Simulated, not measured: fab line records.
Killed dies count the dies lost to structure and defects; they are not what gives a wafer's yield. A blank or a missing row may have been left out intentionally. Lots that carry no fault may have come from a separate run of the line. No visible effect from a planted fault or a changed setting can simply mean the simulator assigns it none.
What tool caused it? | flow sky130 | 14 lots, 42 wafers sampled, at 4 steps of a route of 708

WHAT THE GAUGES READ, wafer by wafer
SKY_VT_ADJUST_NCORE_OVL_MEAS_08. Usual: VT_ADJUST_NCORE_OVL gives 0.7 nm (standard deviation 1.5).
lot  | measured     | on         | VT_ADJUST_NCORE_OVL (nm) | flag
L273 | day 8 21:57  | overlay-01 | 0.2 -0.9 0.2             |
L274 | day 9 04:22  | overlay-02 | 0.6 1.3 -0.6             |
L275 | day 9 09:38  | overlay-02 | 0.5 0.8 1.3              |
L276 | day 9 16:19  | overlay-01 | -0.9 -0.1 -1.7           |
L277 | day 9 22:10  | overlay-01 | -1.5 -1.9 -3.1           |
L278 | day 10 08:11 | overlay-02 | 2.8 2.3 1.5              |
L279 | day 10 14:17 | overlay-02 | 0.0 -0.6 -1.7            |
L280 | day 10 20:57 | overlay-02 | 1.2 2.3 2.6              |
L286 | day 12 22:25 | overlay-01 | -0.9 0.5 -1.2            |
L287 | day 13 06:37 | overlay-02 | 3.0 0.3 0.7              |
L291 | day 14 05:37 | overlay-01 | -1.1 0.8 1.6             |
L294 | day 15 03:43 | overlay-01 | 0.1 -0.9 -3.4            |
L295 | day 15 09:52 | overlay-01 | -1.1 0.4 -2.5            |
L296 | day 15 16:13 | overlay-02 | 3.0 2.3 2.8              |

SKY_LDD_N_TW_MEAS_17. Usual: LDD_N_TW gives 2611 (standard deviation 19).
lot  | measured     | on            | LDD_N_TW       | flag
L273 | day 18 13:11 | film metro-02 | 2594 2595 2577 |
L274 | day 19 03:11 | film metro-02 | 2609 2613 2605 |
L275 | day 19 02:52 | film metro-01 | 2592 2600 2592 |
L276 | day 19 15:55 | film metro-04 | 2633 2636 2633 |
L277 | day 20 03:01 | film metro-04 | 2646 2642 2642 |
L278 | day 20 07:31 | film metro-04 | 2636 2622 2629 |
L279 | day 20 16:54 | film metro-02 | 2606 2615 2597 |
L280 | day 21 01:56 | film metro-04 | 2628 2620 2624 |
L286 | day 23 14:19 | film metro-04 | 2632 2609 2627 |
L287 | day 24 05:48 | film metro-02 | 2616 2601 2597 |
L291 | day 25 04:40 | film metro-02 | 2606 2608 2615 |
L294 | day 26 04:01 | film metro-04 | 2616 2623 2631 |
L295 | day 26 06:08 | film metro-02 | 2589 2606 2596 |
L296 | day 26 15:20 | film metro-01 | 2591 2605 2579 |

SKY_LDD_HVN_OVL_MEAS_07. Usual: LDD_HVN_OVL gives 0.3 nm (standard deviation 1.6).
lot  | measured     | on         | LDD_HVN_OVL (nm) | flag
L273 | day 21 02:47 | overlay-02 | 1.2 1.8 1.8      |
L274 | day 21 17:35 | overlay-01 | 1.2 0.0 2.9      |
L275 | day 21 15:49 | overlay-02 | 1.7 1.3 1.1      |
L276 | day 22 05:44 | overlay-02 | -1.1 -0.5 2.0    |
L277 | day 22 15:44 | overlay-02 | -0.4 0.1 0.4     |
L278 | day 22 21:48 | overlay-01 | -1.6 -0.8 -2.5   |
L279 | day 23 06:15 | overlay-01 | -1.2 -0.8 -2.6   |
L280 | day 23 16:25 | overlay-02 | 3.2 2.2 1.2      |
L286 | day 26 04:44 | overlay-01 | 0.4 -0.7 -0.9    |
L287 | day 26 19:41 | overlay-02 | 1.6 -1.2 1.2     |
L291 | day 27 19:04 | overlay-02 | -0.6 -1.2 0.3    |
L294 | day 28 18:05 | overlay-01 | 0.9 -1.1 0.1     |
L295 | day 28 19:26 | overlay-01 | -3.2 0.7 -0.5    |
L296 | day 29 04:33 | overlay-02 | -0.1 -0.5 -0.2   |

WHICH TOOL RAN EACH LOT (tool, then ch and the chambers of the sampled wafers, then the start)
lot  | SKY_LDD_N_IMPLANT_13
L273 | implanter-03 ch 0, day 18 12:38
L274 | implanter-03 ch 0, day 19 02:38
L275 | implanter-04 ch 0, day 19 02:20
L276 | implanter-04 ch 0, day 19 15:22
L277 | implanter-03 ch 0, day 20 02:28
L278 | implanter-03 ch 0, day 20 07:01
L279 | implanter-03 ch 0, day 20 16:22
L280 | implanter-01 ch 0, day 21 01:23
L286 | implanter-03 ch 0, day 23 13:47
L287 | implanter-03 ch 0, day 24 05:16
L291 | implanter-04 ch 0, day 25 04:07
L294 | implanter-04 ch 0, day 26 03:31
L295 | implanter-04 ch 0, day 26 05:35
L296 | implanter-04 ch 0, day 26 14:49
- SKY_LDD_N_IMPLANT_13

AS READ BY THE TOOLS THEMSELVES (means over the sampled wafers that have a number; for cases with no such wafer, the mark the record gives instead)
SKY_LDD_N_IMPLANT_13. Usual: beam energy keV 49.999, standard deviation 0.016; rotation deg 89.997 degrees, standard deviation 0.029.
lot  | tool         | beam energy keV | rotation deg (degrees) | flag
L273 | implanter-03 | 50.002          | 89.986                 |
L274 | implanter-03 | 50.004          | 89.978                 |
L275 | implanter-04 | 49.984          | 90.023                 |
L276 | implanter-04 | 49.989          | 90.017                 |
L277 | implanter-03 | 49.979          | 89.974                 |
L278 | implanter-03 | 50.013          | 90.006                 |
L279 | implanter-03 | 50.000          | 89.964                 |
L280 | implanter-01 | 50.009          | 90.016                 |
L286 | implanter-03 | 49.990          | 281.617                | OFF
L287 | implanter-03 | 50.026          | 281.667                | OFF
L291 | implanter-04 | 49.982          | 90.008                 |
L294 | implanter-04 | 50.017          | 89.972                 |
L295 | implanter-04 | 50.011          | 89.981                 |
L296 | implanter-04 | 49.995          | 89.996                 |

THE ANSWER, worked out from the rows above alone
Rule: take the mean of a lot's wafers that have a number; if it is more than 3 standard deviations from the usual mean, the lot is off. Also off: a lot with no number at a reading for which 4 or more lots have one. The other lots that the step has rows for count as sound. The gauges are gone through in route order, then the tools' own readings, and for those a lot's mean is taken as printed above. At the first step where some lot is off, the reading lying furthest off is the one used; lots without a number count as furthest.
Off: L286, L287, at SKY_LDD_N_IMPLANT_13 (rotation deg).
If a tool, at that step or one of the process steps before it, ran each lot that is off and ran no sound lot following the first of them, it fits. One fits: SKY_LDD_N_IMPLANT_13 on implanter-03. A fault onset in the window from L279 (day 20 16:22, its last sound lot) to L286 (day 23 13:47, its first lot off) fits.
The tool's own readings at SKY_LDD_N_IMPLANT_13 bear it out: on the lots that are off they differ by more than 5 times the standard deviation of the sound lots' means. rotation deg reads 281.642 degrees there against 89.993 degrees on the sound lots.

WHAT THE SIMULATOR HAD INSERTED
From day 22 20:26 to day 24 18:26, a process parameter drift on implanter-03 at SKY_LDD_N_IMPLANT_13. Setting rotation deg shifted by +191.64 from 90. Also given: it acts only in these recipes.
Shown lots that were struck: L286, L287. The rule above found the same.
